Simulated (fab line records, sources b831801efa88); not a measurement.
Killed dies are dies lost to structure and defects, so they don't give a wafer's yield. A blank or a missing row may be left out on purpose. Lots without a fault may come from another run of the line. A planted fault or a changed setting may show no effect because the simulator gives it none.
Which tool did it? | flow sky130 | 7 lots, 21 wafers sampled, at 2 steps of a route of 708

WHAT THE GAUGES READ, wafer by wafer
SKY_VIA1_THK_MEAS_01.
lot  | measured     | on            | VIA1_HDPCVD_THK (nm)
L446 | day 33 10:23 | film_metro-03 | 1025 1017 1011
L451 | day 35 14:20 | film_metro-01 | 1025 1013 1019
L453 | day 36 05:34 | film_metro-04 | 1039 1038 1034
L455 | day 36 11:44 | film_metro-01 | 1041 1053 1042
L461 | day 38 18:08 | film_metro-01 | 1023 1042 1027
L465 | day 39 11:56 | film_metro-04 | 1029 1026 1019
L467 | day 39 23:16 | film_metro-01 | 1050 1048 1055

WHICH TOOL RAN EACH LOT (tool, then ch and the chambers of the sampled wafers, then the start)
lot  | SKY_VIA1_HDPCVD_00
L446 | hdpcvd-02 ch 0,2, day 33 10:16
L451 | hdpcvd-02 ch 0,1,2, day 35 14:16
L453 | hdpcvd-02 ch 0,1, day 36 05:26
L455 | hdpcvd-01 ch 0,1, day 36 11:37
L461 | hdpcvd-01 ch 0,1,2, day 38 18:01
L465 | hdpcvd-01 ch 0,1,2, day 39 11:52
L467 | hdpcvd-01 ch 1,2, day 39 23:09
- SKY_VIA1_HDPCVD_00: deposits SiO2, target thk 1030 nm, time 171.7 s.

THE ANSWER, worked out from the rows above alone
Rule: what is usual is taken from the lots themselves. Put in order of their means at a reading, lots are off if they are a third of the lots or fewer, leave a main group of 4 or more, and stand apart from it by a gap of 3 or more times the standard deviation of the main group's means; of several such gaps the widest counts. A main group whose means are all the same, to the digits that the tables above print for the reading, isn't used. A lot without any number at a reading at which 4 lots or more have one is off too. The other lots that the step has rows for count as sound.
No lot is off at any reading shown: from this, nothing can be told.

WHAT THE SIMULATOR HAD PUT IN
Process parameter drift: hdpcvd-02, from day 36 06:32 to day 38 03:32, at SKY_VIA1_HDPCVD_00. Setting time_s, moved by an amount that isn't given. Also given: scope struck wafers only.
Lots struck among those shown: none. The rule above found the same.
